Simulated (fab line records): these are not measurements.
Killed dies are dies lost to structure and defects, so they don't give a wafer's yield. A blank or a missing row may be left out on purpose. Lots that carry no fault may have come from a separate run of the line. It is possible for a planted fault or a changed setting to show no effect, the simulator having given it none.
The tool behind it: which one?	flow gf180mcu	11 lots with 33 wafers sampled at 7 steps, on a route of 602 steps

## WHAT THE GAUGES SHOWED, per wafer
GF_HV_LDD_OVL_MEAS_08.
lot	measured	on	HV_LDD_OVL (nm)
L103	day 9 23:43	overlay-01	1.1 1.6 1.5
L104	day 10 07:59	overlay-02	2.3 -0.7 2.2
L105	day 11 01:07	overlay-02	2.2 3.6 1.2
L106	day 11 07:56	overlay-01	2.8 2.3 3.5
L107	day 11 09:31	overlay-02	1.4 1.7 3.4
L108	day 11 14:14	overlay-02	2.0 0.8 0.1
L109	day 11 19:50	overlay-01	-1.2 -0.8 -1.5
L110	day 12 07:29	overlay-02	-2.6 -2.7 -2.1
L113	day 13 04:44	overlay-01	0.1 0.4 0.5
L117	day 14 07:44	overlay-01	0.9 0.8 2.2
L118	day 14 13:05	overlay-02	-0.5 -1.4 -1.3

GF_HV_LDD_OVL_MEAS_20.
lot	measured	on	HV_LDD_01_OVL (nm)
L103	day 10 17:24	overlay-01	2.9 1.2 2.8
L104	day 11 02:24	overlay-01	-0.5 0.1 1.5
L105	day 11 20:08	overlay-01	1.3 1.9 3.8
L106	day 12 03:16	overlay-01	1.7 1.6 1.2
L107	day 12 03:56	overlay-01	-1.3 -0.7 0.2
L108	day 12 09:41	overlay-02	0.4 -0.4 -1.4
L109	day 12 14:31	overlay-02	0.8 -0.1 0.9
L110	day 13 03:11	overlay-01	-0.1 -1.6 -1.0
L113	day 14 01:21	overlay-01	1.5 3.3 1.8
L117	day 15 04:20	overlay-02	0.2 -1.9 0.5
L118	day 15 10:44	overlay-01	3.4 1.9 2.9

GF_NSD_TW_MEAS_12.
lot	measured	on	NSD_TW
L103	day 13 07:35	film_metro-04	4281 4292 4282
L104	day 13 16:56	film_metro-03	4285 4265 4274
L105	day 14 10:52	film_metro-03	4314 4322 4320
L106	day 14 20:07	film_metro-02	4203 4230 4227
L107	day 14 21:46	film_metro-03	4325 4317 4318
L108	day 15 02:34	film_metro-02	4234 4233 4259
L109	day 15 07:37	film_metro-03	4277 4279 4317
L110	day 15 21:19	film_metro-02	4218 4209 4218
L113	day 16 23:05	film_metro-02	4209 4205 4199
L117	day 18 04:25	film_metro-02	4772 4776 4768 4768 4797 4805
L118	day 18 10:43	film_metro-02	4790 4796 4798 4788 4805 4805

GF_PSD_RS_MEAS_14: measurement is done with a four-point probe.
lot	measured	on	NSD_RS (ohm/sq)
L103	day 14 03:46	film_metro-02	46.16 46.11 46.09
L104	day 14 13:05	film_metro-02	46.08 46.13 46.21
L105	day 15 08:06	film_metro-04	46.12 46.00 46.05
L106	day 15 17:15	film_metro-03	46.18 46.14 46.15
L107	day 15 19:06	film_metro-03	46.06 46.00 46.13
L108	day 16 00:40	film_metro-04	46.23 46.18 46.32
L109	day 16 04:52	film_metro-04	46.30 46.31 46.27
L110	day 16 20:07	film_metro-03	46.13 46.10 46.14
L113	day 17 22:00	film_metro-03	45.99 45.94 45.98
L117	day 19 04:56	film_metro-03	25.61 25.59 25.59 25.60 25.59 25.56
L118	day 19 10:51	film_metro-04	25.60 25.58 25.60 25.52 25.58 25.63

## WHAT TOOL EACH LOT RAN ON (gives the tool, then ch and the chambers of the sampled wafers, and finally the start)
lot	GF_HV_LDD_STRIP_10	GF_NSD_IMPLANT_09	GF_NSD_STRIP_11
L103	plasma_asher-03 ch 0,1, day 9 23:55	implanter-01 ch 0, day 13 07:14	plasma_asher-02 ch 0,1, day 13 07:29
L104	plasma_asher-03 ch 0,1, day 10 08:11	implanter-01 ch 0, day 13 16:34	plasma_asher-03 ch 0,1, day 13 16:51
L105	plasma_asher-03 ch 0,1, day 11 01:19	implanter-02 ch 0, day 14 10:28	plasma_asher-03 ch 0,1, day 14 10:46
L106	plasma_asher-01 ch 0, day 11 08:07	implanter-03 ch 0, day 14 19:43	plasma_asher-03 ch 0,1, day 14 20:01
L107	plasma_asher-02 ch 0,1, day 11 09:43	implanter-02 ch 0, day 14 21:22	plasma_asher-04 ch 0,1, day 14 21:40
L108	plasma_asher-01 ch 0, day 11 14:25	implanter-03 ch 0, day 15 02:11	plasma_asher-04 ch 0,1, day 15 02:28
L109	plasma_asher-03 ch 0,1, day 11 20:01	implanter-03 ch 0, day 15 07:13	plasma_asher-04 ch 0,1, day 15 07:31
L110	plasma_asher-03 ch 0,1, day 12 07:40	implanter-01 ch 0, day 15 20:56	plasma_asher-03 ch 0,1, day 15 21:13
L113	plasma_asher-03 ch 0,1, day 13 04:56	implanter-02 ch 0, day 16 22:43	plasma_asher-02 ch 0,1, day 16 22:59
L117	plasma_asher-01 ch 0,1, day 14 07:55	implanter-01 ch 0, day 18 04:01	plasma_asher-02 ch 0,1, day 18 04:19
L118	plasma_asher-02 ch 0,1, day 14 13:16	implanter-02 ch 0, day 18 10:19	plasma_asher-04 ch 0,1, day 18 10:37
- GF_HV_LDD_STRIP_10: strips in O2/N2.
- GF_NSD_IMPLANT_09
- GF_NSD_STRIP_11: strips in O2/N2.

## WHAT THE TOOLS THEMSELVES READ (means of the sampled wafers that have a number; where no wafer has one, the mark that the record gives instead)
GF_HV_LDD_STRIP_10.
lot	tool	drypump_motor_current_A (A)	heater_power_w (W)	o2_flow_sccm (sccm)	oes_product_au (a.u.)	strip_time_to_endpoint_s (s)
L103	plasma_asher-03	5.7	335	3003	0.713	12.60
L104	plasma_asher-03	5.5	315	3011	0.718	12.63
L105	plasma_asher-03	5.7	334	3003	0.717	12.61
L106	plasma_asher-01	6.4	322	3005	0.720	12.68
L107	plasma_asher-02	5.7	378	3015	0.707	12.60
L108	plasma_asher-01	6.4	323	2996	0.716	12.60
L109	plasma_asher-03	5.7	333	3005	0.715	12.63
L110	plasma_asher-03	5.7	337	3005	0.716	12.61
L113	plasma_asher-03	5.7	332	2999	0.714	12.65
L117	plasma_asher-01	6.3	317	2995	0.716	12.63
L118	plasma_asher-02	6.1	396	2998	0.715	12.62

GF_NSD_STRIP_11.
lot	tool	drypump_motor_current_A (A)	heater_power_w (W)	o2_flow_sccm (sccm)	oes_product_au (a.u.)	strip_time_to_endpoint_s (s)
L103	plasma_asher-02	5.7	378	3011	0.488	22.97
L104	plasma_asher-03	5.7	336	3004	0.490	22.94
L105	plasma_asher-03	5.5	309	3009	0.489	22.91
L106	plasma_asher-03	5.7	333	2995	0.484	22.91
L107	plasma_asher-04	5.3	350	2993	0.487	23.00
L108	plasma_asher-04	5.4	354	2999	0.485	23.02
L109	plasma_asher-04	5.3	354	3005	0.484	22.96
L110	plasma_asher-03	5.5	311	2996	0.487	22.92
L113	plasma_asher-02	6.1	396	2999	0.488	22.97
L117	plasma_asher-02	5.7	383	2992	0.452	26.24
L118	plasma_asher-04	5.3	358	2996	0.454	26.28

## THE ANSWER, worked out from the rows above alone
Rule: the usual values come from the lots themselves. The widest of any qualifying gaps counts: lots, ordered by their means at a reading, are off when they make up no more than a third of the lots, leave a main group of 4 or more, and stand apart from it by 3 or more times the standard deviation of that group's means. Not used: any main group whose means are identical at the precision the tables above print for the reading. Also off: a lot with no number at a reading for which 4 or more lots have one. Any other lot the step has rows for is counted as sound. Order of review: gauges by route order, followed by the tools' own readings, for which a lot's mean as printed above is used. At the first step where some lot is off, the reading lying furthest off is the one used; lots without a number count as furthest.
Off: at GF_NSD_TW_MEAS_12 (NSD_TW), L117, L118. Mean 4263 and standard deviation 42 in the main group.
A tool fits if, at a process step before that reading, it ran every lot that is off, and no sound lot after the first of them. Not tried: the gauges at GF_NSD_TW_MEAS_12; whatever is off there is also off at GF_PSD_RS_MEAS_14, on other tools, and gauge error can't account for it. No candidate that was tried fits.

## WHAT THE SIMULATOR HAD PUT IN
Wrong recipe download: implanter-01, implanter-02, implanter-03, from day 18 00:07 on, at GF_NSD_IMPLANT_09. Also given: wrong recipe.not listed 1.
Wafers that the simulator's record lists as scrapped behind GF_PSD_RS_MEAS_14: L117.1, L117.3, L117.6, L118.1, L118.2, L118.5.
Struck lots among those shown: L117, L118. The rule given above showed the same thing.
